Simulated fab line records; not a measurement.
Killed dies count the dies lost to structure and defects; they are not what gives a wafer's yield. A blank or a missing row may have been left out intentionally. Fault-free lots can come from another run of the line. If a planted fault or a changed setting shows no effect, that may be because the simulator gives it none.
2 desks looking at one fault | flow gf180mcu | what lay behind the numbers comes last; until then each desk has only its own

## DESK OF THE TOOL OWNER: rie metal-04
The tool's own readings at GF_M4_METAL_ETCH_16 (etches the open film in Cl2/BCl3, stops on SiO2, target depth 750.8 nm, time 125.1 s): means of the sampled wafers that have a number, for each lot that ran on this tool. The brackets show how far a lot's mean lies from the usual mean; more than 4 standard deviations puts the lot out of limits, marked OUT.
Columns: A = bcl3 flow sccm at GF_M4_METAL_ETCH_16, usual 40.00 sccm; B = bias w at GF_M4_METAL_ETCH_16, usual 140.1 W; C = drypump motor current A at GF_M4_METAL_ETCH_16, usual 5.7 A; D = oes product au at GF_M4_METAL_ETCH_16, usual 0.991 a.u.; E = throttle valve pct at GF_M4_METAL_ETCH_16, usual 28.228 %
lot  | first seen here | A     | B     | C   | D     | E
L409 | day 24 14:02    | 39.84 | 139.6 | 5.5 | 0.985 | 28.226
L412 | day 25 15:41    | 39.96 | 139.9 | 5.2 | 0.992 | 28.231
L415 | day 26 11:45    | 40.13 | 140.4 | 5.2 | 0.991 | 28.225
L416 | day 26 19:30    | 39.86 | 140.3 | 5.3 | 1.000 | 28.229
L427 | day 30 03:23    | 40.11 | 139.7 | 5.3 | 0.986 | 28.225
This desk's verdict: no lot among the 5 shows anything out of limits.

## FROM THE METROLOGY DESK
What the gauges read for every lot (on any tool): the sampled wafers with a number, averaged. The brackets show how far a lot's mean lies from the usual mean; more than 4 standard deviations puts the lot out of limits, marked OUT.
Columns: A = V4_BOW at GF_V4_BOW_MEAS_05, usual 137 um; B = cd nm at GF_V4_CD_MEAS_14, usual 259.8 nm
lot  | first seen here | A   | B
L409 | day 24 15:22    | 124 | 259.6
L411 | day 25 06:54    | 127 | 260.4
L412 | day 25 16:54    | 151 | 259.6
L415 | day 26 12:59    | 141 | 257.7
L416 | day 26 20:43    | 139 | 261.2
L425 | day 29 12:16    | 135 | 259.2
L426 | day 29 22:00    | 141 | 262.1
L427 | day 30 04:40    | 135 | 259.2
L428 | day 30 12:11    | 139 | 258.3
This desk's verdict: no lot among the 9 shows anything out of limits.

## BROUGHT TOGETHER
The tool owner's desk saw nothing out of limits.
At the metrology desk, nothing out of limits was observed.

## WHAT THE SIMULATOR PUT IN
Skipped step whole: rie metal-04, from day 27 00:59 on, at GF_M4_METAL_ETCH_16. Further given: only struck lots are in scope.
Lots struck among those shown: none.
